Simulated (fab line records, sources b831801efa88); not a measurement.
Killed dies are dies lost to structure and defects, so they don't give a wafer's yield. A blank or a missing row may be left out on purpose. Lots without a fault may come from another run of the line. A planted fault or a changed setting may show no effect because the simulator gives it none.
fab line records | flow sky130
record lots=12 wafers=36 last_day=50
route steps=708 shown FIELD_ISO@14 VT_ADJUST_PCH@153 POLY_GATE@213 RES_PROTECT@214
lots that met no fault: from a run of the same line without faults
start_h: hours from the record's first day to the start of the lot's first wafer shown | wait_h: hours since the lot's step before | " the same as in the row above | L1.1+2: a row that stands for several wafers | - no value, or no start given | * or withheld: withheld | < > ~ a bound
route shown NAME@n: a module of which the file shows steps, and the number in the route of the first | usual: mean/standard deviation of fault-free wafers | same: alike in all rows | chamber/n: place in a boat | sites: the reading at each site | _std_site: their standard deviation | _edge_site: outer sites' mean less inner sites' | radius_mm: how far each site lies from the wafer's centre | mask NAME#n: copy n | behind: the tool/chamber that last shaped the wafer | hold: why the lot was held/for how many hours/how that ended | device: the transistor (n, p or np) that didn't switch | end of line: the same wafers' tests at the end of the route | a step without rows: its recipe alone | killed: dies lost to structure and defects at the first sort, not the wafer's yield | map: a wafer's dies, x killed, . not, _ none there
set.NAME: the setting as run; set.NAME@STEP: as run at that earlier step | model.NAME: the simulator's own value behind a step, which no gauge read
steps of the route over a sample of lots; a table a step, a row a wafer
services: from which hour (start_h, from the record's first day; less than 0 if before it) a tool's chamber was out of use, for how many hours, and why
## steps
# step SKY_FIELD_ISO_CD_MEAS_13
# recipe target_cd_nm=150
# usual cd_nm=149.6/1.6
# columns lot.wafer tool chamber start_h wait_h cd_nm
L668.1 cd_sem-02 - 29.86 - 148.3
L668.2 " - " " 149.7
L668.6 " - " " 150.3
L669.2 cd_sem-01 - 35.90 - 150.0
L669.4 " - " " 151.1
L669.5 " - " " 150.8
L670.1 cd_sem-01 - 39.11 - 151.4
L670.5 " - " " 151.8
L670.6 " - " " 151.7
L671.2 cd_sem-02 - 44.78 - 147.8
L671.5 " - " " 149.1
L671.6 " - " " 150.2
L673.2 cd_sem-01 - 55.28 - 151.5
L673.3 " - " " 151.2
L673.4 " - " " 150.9
L679.1 cd_sem-02 - 84.38 - 148.4
L679.4 " - " " 149.0
L679.5 " - " " 148.9
L680.1 cd_sem-01 - 92.24 - 148.4
L680.2 " - " " 148.9
L680.4 " - " " 148.3
L687.4 cd_sem-01 - 126.77 - 147.2
L687.5 " - " " 148.4
L687.6 " - " " 148.2
L688.2 cd_sem-01 - 132.10 - 149.0
L688.4 " - " " 149.2
L688.6 " - " " 148.4
L689.3 cd_sem-02 - 138.43 - 148.5
L689.4 " - " " 149.3
L689.5 " - " " 147.7
L690.4 cd_sem-01 - 143.85 - 150.4
L690.5 " - " " 151.2
L690.6 " - " " 151.4
L691.3 cd_sem-01 - 150.65 - 150.0
L691.4 " - " " 150.3
L691.5 " - " " 150.3
# step SKY_VT_ADJUST_PCH_TW_MEAS_10
# usual VT_ADJUST_PCH_TW=142.4/1.9
# columns lot.wafer tool chamber start_h wait_h VT_ADJUST_PCH_TW
L668.1 film_metro-03 - 224.53 0.1 143.6
L668.2 " - " " 143.6
L668.6 " - " " 143.8
L669.2 film_metro-02 - 235.06 0.1 139.5
L669.4 " - " " 139.4
L669.5 " - " " 139.7
L670.1 film_metro-02 - 237.11 0.1 139.5
L670.5 " - " " 139.8
L670.6 " - " " 140.0
L671.2 film_metro-02 - 248.67 0.1 140.7
L671.5 " - " " 140.4
L671.6 " - " " 139.9
L673.2 film_metro-03 - 262.92 0.1 143.2
L673.3 " - " " 143.9
L673.4 " - " " 143.6
L679.1 film_metro-03 - 306.48 0.1 144.4
L679.4 " - " " 143.1
L679.5 " - " " 143.5
L680.1 film_metro-01 - 320.75 0.1 142.2
L680.2 " - " " 143.0
L680.4 " - " " 142.9
L687.4 film_metro-02 - 368.33 0.1 139.6
L687.5 " - " " 139.2
L687.6 " - " " 139.9
L688.2 film_metro-02 - 378.02 0.1 140.0
L688.4 " - " " 139.9
L688.6 " - " " 139.7
L689.3 film_metro-02 - 386.88 0.1 140.1
L689.4 " - " " 139.8
L689.5 " - " " 140.2
L690.4 film_metro-03 - 391.96 0.1 144.5
L690.5 " - " " 144.3
L690.6 " - " " 143.6
L691.3 film_metro-03 - 403.10 0.1 143.9
L691.4 " - " " 143.9
L691.5 " - " " 143.3
# step SKY_POLY_GATE_IMPLANT_02
# recipe species=P energy_kev=30 dose_cm2=7.7e+15 tilt_deg=0
# usual dose_ions_cm2=7.699e+15/8e+12
# columns lot.wafer tool chamber start_h wait_h dose_ions_cm2
L668.1 implanter-02 0 336.83 0.1 7.691e+15
L668.2 " 0 " " 7.697e+15
L668.6 " 0 " " 7.697e+15
L669.2 implanter-03 0 345.64 0.1 7.696e+15
L669.4 " 0 " " 7.7e+15
L669.5 " 0 " " 7.706e+15
L670.1 implanter-03 0 349.33 0.1 7.676e+15
L670.5 " 0 " " 7.706e+15
L670.6 " 0 " " 7.698e+15
L671.2 implanter-02 0 363.09 0.1 7.695e+15
L671.5 " 0 " " 7.696e+15
L671.6 " 0 " " 7.698e+15
L673.2 implanter-04 0 381.09 0.1 7.712e+15
L673.3 " 0 " " 7.696e+15
L673.4 " 0 " " 7.707e+15
L679.1 implanter-03 0 431.21 0.1 8.562e+15
L679.4 " 0 " " 8.557e+15
L679.5 " 0 " " 8.563e+15
L680.1 implanter-03 0 445.08 0.1 8.576e+15
L680.2 " 0 " " 8.57e+15
L680.4 " 0 " " 8.59e+15
L688.2 implanter-04 0 517.59 0.1 7.704e+15
L688.4 " 0 " " 7.696e+15
L688.6 " 0 " " 7.711e+15
L687.4 implanter-02 0 519.30 0.1 7.699e+15
L687.5 " 0 " " 7.683e+15
L687.6 " 0 " " 7.699e+15
L689.3 implanter-03 0 521.37 0.1 7.694e+15
L689.4 " 0 " " 7.694e+15
L689.5 " 0 " " 7.692e+15
L690.4 implanter-03 0 529.78 0.1 7.703e+15
L690.5 " 0 " " 7.706e+15
L690.6 " 0 " " 7.701e+15
L691.3 implanter-03 0 533.51 0.1 7.7e+15
L691.4 " 0 " " 7.705e+15
L691.5 " 0 " " 7.698e+15
# step SKY_RES_PROTECT_STRIP_07
# recipe chemistry=O2/N2 power_w=1400 pressure_mtorr=1500 platen_temp_c=withheld o2_flow_sccm=3000 n2_flow_sccm=300 overash_fraction=0.5
# usual drypump_motor_current_A=5.91/0.27 oes_product_au=0.518/0.0038 strip_time_to_endpoint_s=23.29/0.046
# columns lot.wafer tool chamber start_h wait_h drypump_motor_current_A oes_product_au rf_hours_counter_h strip_time_to_endpoint_s
L668.1 plasma_asher-03 1 336.98 0.1 6.04 0.526 66 23.33
L668.2 " 0 " " 5.55 0.519 66 23.30
L668.6 " 1 " " 6.02 0.511 - 23.34
L669.2 plasma_asher-03 1 345.76 0.1 6.07 0.516 66 23.30
L669.4 " 0 " " 5.55 0.520 - 23.39
L669.5 " 1 " " 6.10 0.520 - 23.38
L670.1 plasma_asher-03 0 349.48 0.1 5.52 0.521 67 23.35
L670.5 " 0 " " 5.58 0.517 - 23.34
L670.6 " 1 " " 6.05 0.523 - 23.34
L671.2 plasma_asher-04 1 363.21 0.1 5.92 0.520 67 23.28
L671.5 " 0 " " 6.25 0.525 - 23.27
L671.6 " 1 " " 5.93 0.521 - 23.32
L673.2 plasma_asher-04 0 381.21 0.1 6.26 0.518 69 23.27
L673.3 " 1 " " 5.92 0.516 - 23.26
L673.4 " 0 " " 6.27 0.516 - 23.27
L679.1 plasma_asher-02 0 431.36 0.1 5.50 0.507 30 23.79
L679.4 " 1 " " 6.15 0.509 - 23.73
L679.5 " 1 " " 6.16 0.511 - 23.74
L680.1 plasma_asher-03 0 445.23 0.1 5.52 0.510 1 23.70
L680.2 " 1 " " 6.04 0.512 1 23.71
L680.4 " 1 " " 6.01 0.513 - 23.74
L688.2 plasma_asher-02 1 517.71 0.1 6.14 0.519 39 23.33
L688.4 " 1 " " 6.13 0.520 - 23.32
L688.6 " 0 " " 5.51 0.511 - 23.35
L687.4 plasma_asher-03 0 519.41 0.1 5.57 0.513 - 23.31
L687.5 " 0 " " 5.57 0.516 - 23.32
L687.6 " 1 " " 6.09 0.525 - 23.33
L689.3 plasma_asher-04 1 521.51 0.1 5.96 0.515 - 23.31
L689.4 " 0 " " 6.24 0.521 - 23.27
L689.5 " 1 " " 5.95 0.520 - 23.30
L690.4 plasma_asher-03 0 529.89 0.1 5.58 0.523 - 23.25
L690.5 " 0 " " 5.57 0.517 - 23.28
L690.6 " 1 " " 6.07 0.525 - 23.28
L691.3 plasma_asher-02 0 533.64 0.1 5.50 0.525 - 23.26
L691.4 " 1 " " 6.14 0.515 - 23.31
L691.5 " 0 " " 5.50 0.517 - 23.26
# step SKY_POLY_GATE_OVL_MEAS_14
# usual POLY_GATE_OVL=-1/5.4
# columns lot.wafer tool chamber start_h wait_h POLY_GATE_OVL[nm]
L668.1 overlay-01 - 366.03 0.1 -6
L668.2 " - " " 0
L668.6 " - " " -2
L669.2 overlay-02 - 375.50 0.1 -4
L669.4 " - " " 0
L669.5 " - " " 3
L670.1 overlay-02 - 379.65 0.1 -1
L670.5 " - " " 0
L670.6 " - " " 2
L671.2 overlay-02 - 394.12 0.1 -4
L671.5 " - " " -1
L671.6 " - " " -8
L673.2 overlay-02 - 413.87 0.1 0
L673.3 " - " " 7
L673.4 " - " " -8
L679.1 overlay-01 - 465.13 0.1 0
L679.4 " - " " 0
L679.5 " - " " 0
L680.1 overlay-01 - 478.26 0.1 4
L680.2 " - " " 10
L680.4 " - " " 7
L688.2 overlay-02 - 549.06 0.1 2
L688.4 " - " " 1
L688.6 " - " " -5
L687.4 overlay-01 - 551.26 0.1 -1
L687.5 " - " " 4
L687.6 " - " " -4
L689.3 overlay-02 - 553.42 0.1 0
L689.4 " - " " -1
L689.5 " - " " -7
L690.4 overlay-02 - 562.30 0.1 7
L690.5 " - " " -1
L690.6 " - " " 11
L691.3 overlay-02 - 566.36 0.1 6
L691.4 " - " " 0
L691.5 " - " " 9
## services
# columns tool chamber start_h hours kind
implanter-04 - 336.84 37.7 pm
plasma_asher-03 - 344.08 1.0 repair
plasma_asher-03 - 357.29 2.8 pm
implanter-02 - 364.03 1.5 repair
plasma_asher-02 - 368.18 2.1 repair
implanter-02 - 369.27 8.2 repair
implanter-04 - 374.58 6.2 pm
implanter-02 - 380.78 3.6 pm
implanter-04 - 384.89 112.4 pm
implanter-02 - 419.75 7.8 repair
plasma_asher-03 - 421.25 9.0 pm
plasma_asher-03 0 421.25 9.0 vent_cycle
plasma_asher-03 1 421.25 9.0 vent_cycle
plasma_asher-03 0 430.25 - clean
plasma_asher-03 1 430.25 - clean
implanter-02 - 447.24 3.4 pm
implanter-03 - 476.60 0.9 repair
implanter-04 - 497.27 3.5 pm
implanter-04 - 509.53 2.1 repair
implanter-02 - 514.50 1.7 repair
## key
first_sign step=SKY_POLY_GATE_IMPLANT_02 reading=dose_ions_cm2 direction=up sigmas=99+ usual=* struck=*
effect step=SKY_RES_PROTECT_STRIP_07 reading=strip_time_to_endpoint_s direction=up sigmas=9.6 usual=* struck=*
met_at SKY_POLY_GATE_IMPLANT_02
struck_lots L679,L680
tester_left_out L679,L680
not_acting_at SKY_FIELD_ISO_CD_MEAS_13,SKY_VT_ADJUST_PCH_TW_MEAS_10,SKY_POLY_GATE_OVL_MEAS_14
onset_between 349.33 431.21
fault kind=process_parameter_drift tool=implanter-03 chamber=- onset_h=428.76 steps=SKY_POLY_GATE_IMPLANT_02 channel=dose_cm2 offset=* shape=step end_h=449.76 acts_in=* stated=*
# tester_left_out: of these lots the tester's yield and bins aren't shown, on N5 and GAA mostly nor the transistor test; their killed dies are dies lost to structure and defects alone, not to doping, threshold or leakage, so they don't give the yield
